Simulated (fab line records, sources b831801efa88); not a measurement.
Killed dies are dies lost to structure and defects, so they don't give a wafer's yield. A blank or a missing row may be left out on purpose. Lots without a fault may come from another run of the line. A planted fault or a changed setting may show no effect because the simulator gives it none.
Which tool did it? | flow gf180mcu | 10 lots, 30 wafers sampled, at 2 steps of a route of 602

WHAT THE GAUGES READ, wafer by wafer
GF_M5_OVL_MEAS_08.
lot  | measured     | on         | M5_OVL (nm)
L537 | day 26 20:14 | overlay-01 | 7 -2 4
L539 | day 27 12:23 | overlay-02 | -4 -3 0
L540 | day 27 23:46 | overlay-02 | -2 -2 -1
L543 | day 28 17:53 | overlay-02 | -1 -10 -4
L544 | day 29 00:19 | overlay-02 | 2 -1 1
L548 | day 30 06:10 | overlay-02 | -1 1 0
L552 | day 31 06:08 | overlay-02 | 6 0 7
L556 | day 32 08:40 | overlay-02 | -7 -5 -6
L557 | day 32 14:07 | overlay-02 | 4 6 3
L558 | day 32 19:17 | overlay-02 | 0 -2 1

WHICH TOOL RAN EACH LOT (tool, then ch and the chambers of the sampled wafers, then the start)
lot  | GF_MIM_SPUTTER_01
L537 | pvd_sputter-03, day 25 01:13
L539 | pvd_sputter-01, day 25 19:35
L540 | pvd_sputter-01, day 26 05:53
L543 | pvd_sputter-03, day 27 01:18
L544 | pvd_sputter-01, day 27 07:49
L548 | pvd_sputter-03, day 28 15:34
L552 | pvd_sputter-01, day 29 16:19
L556 | pvd_sputter-02, day 30 22:46
L557 | pvd_sputter-03, day 31 04:05
L558 | pvd_sputter-02, day 31 09:53
- GF_MIM_SPUTTER_01: material TiN, target thk 30 nm, time 25 s.

THE ANSWER, worked out from the rows above alone
Rule: what is usual is taken from the lots themselves. Put in order of their means at a reading, lots are off if they are a third of the lots or fewer, leave a main group of 4 or more, and stand apart from it by a gap of 3 or more times the standard deviation of the main group's means; of several such gaps the widest counts. A main group whose means are all the same, to the digits that the tables above print for the reading, isn't used. A lot without any number at a reading at which 4 lots or more have one is off too. The other lots that the step has rows for count as sound.
No lot is off at any reading shown: from this, nothing can be told.

WHAT THE SIMULATOR HAD PUT IN
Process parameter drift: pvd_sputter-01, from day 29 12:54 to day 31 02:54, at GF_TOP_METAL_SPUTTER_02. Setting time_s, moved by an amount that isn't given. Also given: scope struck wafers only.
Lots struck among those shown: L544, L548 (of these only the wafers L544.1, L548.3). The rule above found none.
